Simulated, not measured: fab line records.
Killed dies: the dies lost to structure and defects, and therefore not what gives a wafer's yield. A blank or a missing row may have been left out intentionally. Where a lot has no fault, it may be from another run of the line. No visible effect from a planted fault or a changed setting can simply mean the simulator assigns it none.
Which tool was responsible? | flow gf180mcu | 11 lots with 32 wafers sampled at 6 steps, on a route of 602 steps

WHAT EACH GAUGE READ, for each wafer
GF_MIM_RS_MEAS_10: a four-point-probe measurement.
lot  | measured     | on           | MIM_ALCU_RS (ohm/sq)
L492 | day 25 06:43 | filmMetro-03 | 0.1642 0.1624 0.1644
L499 | day 27 10:30 | filmMetro-04 | 0.1635 0.1625 0.1637
L500 | day 27 17:26 | filmMetro-03 | 0.1247 0.1579
L502 | day 28 12:27 | filmMetro-01 | 0.1623 0.1612 0.1623
L504 | day 28 21:51 | filmMetro-01 | 0.1598 0.1602 0.1619
L505 | day 29 06:56 | filmMetro-01 | 0.1632 0.1614 0.1610
L507 | day 29 22:03 | filmMetro-03 | 0.1593 0.1609 0.1593
L508 | day 30 06:16 | filmMetro-01 | 0.1602 0.1576 0.1569
L509 | day 30 10:20 | filmMetro-01 | 0.1598 0.1604 0.1606
L512 | day 31 04:10 | filmMetro-04 | 0.1585 0.1566 0.1589
L513 | day 31 06:35 | filmMetro-03 | 0.1579 0.1603 0.1578

GF_MIM_THK_MEAS_11: measures by xrf.
lot  | measured     | on           | MIM_ALCU_THK (nm)
L492 | day 25 06:49 | filmMetro-03 | 192.6 195.6 192.6
L499 | day 27 10:37 | filmMetro-04 | 194.0 193.5 192.3
L500 | day 27 17:32 | filmMetro-03 | 251.5 200.2
L502 | day 28 12:34 | filmMetro-01 | 195.5 196.3 195.8
L504 | day 28 21:58 | filmMetro-01 | 198.2 198.4 196.8
L505 | day 29 07:04 | filmMetro-01 | 195.2 196.0 196.9
L507 | day 29 22:10 | filmMetro-03 | 198.1 196.0 198.7
L508 | day 30 06:23 | filmMetro-01 | 198.4 200.4 201.9
L509 | day 30 10:28 | filmMetro-01 | 198.9 197.6 197.1
L512 | day 31 04:17 | filmMetro-04 | 198.4 201.1 199.1
L513 | day 31 06:42 | filmMetro-03 | 199.9 196.8 199.5

TOOL THAT RAN EACH LOT (tool first, then ch and the chambers of the sampled wafers, then the start)
lot  | GF_M4_SPUTTER_02            | GF_V4_SPUTTER_21            | GF_MIM_SPUTTER_02           | GF_MIM_SPUTTER_08
L492 | pvdSputter-01, day 23 07:06 | pvdSputter-01, day 25 05:34 | pvdSputter-01, day 25 06:23 | pvdSputter-04, day 25 06:37
L499 | pvdSputter-01, day 25 14:06 | pvdSputter-02, day 27 09:23 | pvdSputter-04, day 27 10:13 | pvdSputter-01, day 27 10:26
L500 | pvdSputter-03, day 25 21:16 | pvdSputter-04, day 27 16:19 | pvdSputter-01, day 27 17:06 | pvdSputter-03, day 27 17:20
L502 | pvdSputter-01, day 26 17:14 | pvdSputter-02, day 28 11:20 | pvdSputter-01, day 28 12:10 | pvdSputter-04, day 28 12:24
L504 | pvdSputter-03, day 27 02:12 | pvdSputter-02, day 28 20:45 | pvdSputter-03, day 28 21:34 | pvdSputter-04, day 28 21:48
L505 | pvdSputter-03, day 27 13:56 | pvdSputter-04, day 29 05:50 | pvdSputter-01, day 29 06:40 | pvdSputter-04, day 29 06:53
L507 | pvdSputter-01, day 28 04:25 | pvdSputter-04, day 29 20:56 | pvdSputter-01, day 29 21:46 | pvdSputter-04, day 29 21:59
L508 | pvdSputter-01, day 28 12:38 | pvdSputter-04, day 30 05:10 | pvdSputter-04, day 30 05:59 | pvdSputter-01, day 30 06:13
L509 | pvdSputter-02, day 28 16:48 | pvdSputter-02, day 30 09:14 | pvdSputter-01, day 30 10:04 | pvdSputter-04, day 30 10:17
L512 | pvdSputter-01, day 29 11:55 | pvdSputter-04, day 31 03:01 | pvdSputter-04, day 31 03:52 | pvdSputter-01, day 31 04:06
L513 | pvdSputter-01, day 29 14:41 | pvdSputter-01, day 31 05:28 | pvdSputter-03, day 31 06:17 | pvdSputter-04, day 31 06:31
- GF_M4_SPUTTER_02: material AlCu, target thk 450 nm, time 23.9 s.
- GF_V4_SPUTTER_21: material Ti, target thk 15 nm, time 80.02 s.
- GF_MIM_SPUTTER_02: material AlCu, target thk 450 nm, time 23.9 s.
- GF_MIM_SPUTTER_08: material AlCu, target thk 200 nm, time 10.6 s.

WHAT THE TOOLS THEMSELVES READ (means of the sampled wafers that have a number; where no wafer has one, the mark that the record gives instead)
GF_M4_SPUTTER_02.
lot  | tool          | throttleValvePct (%)
L492 | pvdSputter-01 | 28.8
L499 | pvdSputter-01 | 28.9
L500 | pvdSputter-03 | 29.1
L502 | pvdSputter-01 | 28.6
L504 | pvdSputter-03 | 29.6
L505 | pvdSputter-03 | 29.1
L507 | pvdSputter-01 | 28.3
L508 | pvdSputter-01 | 28.9
L509 | pvdSputter-02 | 29.5
L512 | pvdSputter-01 | 28.6
L513 | pvdSputter-01 | 29.0

GF_V4_SPUTTER_21.
lot  | tool          | throttleValvePct (%)
L492 | pvdSputter-01 | 28.4
L499 | pvdSputter-02 | 30.0
L500 | pvdSputter-04 | 29.1
L502 | pvdSputter-02 | 29.2
L504 | pvdSputter-02 | 29.2
L505 | pvdSputter-04 | 28.9
L507 | pvdSputter-04 | 29.3
L508 | pvdSputter-04 | 29.6
L509 | pvdSputter-02 | 29.8
L512 | pvdSputter-04 | 29.3
L513 | pvdSputter-01 | 29.1

GF_MIM_SPUTTER_02.
lot  | tool          | throttleValvePct (%)
L492 | pvdSputter-01 | 29.3
L499 | pvdSputter-04 | 29.3
L500 | pvdSputter-01 | 29.9
L502 | pvdSputter-01 | 29.8
L504 | pvdSputter-03 | 29.0
L505 | pvdSputter-01 | 28.7
L507 | pvdSputter-01 | 29.4
L508 | pvdSputter-04 | 29.9
L509 | pvdSputter-01 | 28.7
L512 | pvdSputter-04 | 29.6
L513 | pvdSputter-03 | 29.9

GF_MIM_SPUTTER_08.
lot  | tool          | throttleValvePct (%)
L492 | pvdSputter-04 | 29.6
L499 | pvdSputter-01 | 29.8
L500 | pvdSputter-03 | 30.0
L502 | pvdSputter-04 | 29.5
L504 | pvdSputter-04 | 28.9
L505 | pvdSputter-04 | 29.6
L507 | pvdSputter-04 | 29.0
L508 | pvdSputter-01 | 28.5
L509 | pvdSputter-04 | 29.7
L512 | pvdSputter-01 | 28.8
L513 | pvdSputter-04 | 29.3

THE ANSWER, worked out from the rows above alone
Rule: the usual values come from the lots themselves. Put in order of their means at a reading, lots are off if they are a third of the lots or fewer, leave a main group of 4 or more, and stand apart from it by a gap of 3 or more times the standard deviation of the main group's means; of several such gaps the widest counts. A main group is skipped when, at the precision printed for the reading in the tables above, its means are all equal. A lot without any number at a reading at which 4 lots or more have one is off too. Where the step has rows for the other lots, those lots are counted as sound. After the gauges, taken in route order, come the tools' own readings; for these a lot's mean is taken, as printed above. At the first step where some lot is off, the reading lying furthest off is the one used; lots without a number count as furthest.
Off: at GF_MIM_RS_MEAS_10 (MIM_ALCU_RS), L500. The main group has a mean of 0.1606 ohm/sq with a standard deviation of 0.0019.
If a tool, at a process step before that reading, ran all the lots that are off and no sound lot after the first of them, it fits. Gauges at GF_MIM_RS_MEAS_10: tried the same way as those tools. One fits: pvdSputter-03 at GF_MIM_SPUTTER_08. It ran no sound lot before its first lot that is off in this sample, so the start can't be narrowed down.

WHAT HAD BEEN PUT IN BY THE SIMULATOR
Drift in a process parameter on pvdSputter-03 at GF_MIM_SPUTTER_08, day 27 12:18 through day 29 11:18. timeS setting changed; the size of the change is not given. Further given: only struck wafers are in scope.
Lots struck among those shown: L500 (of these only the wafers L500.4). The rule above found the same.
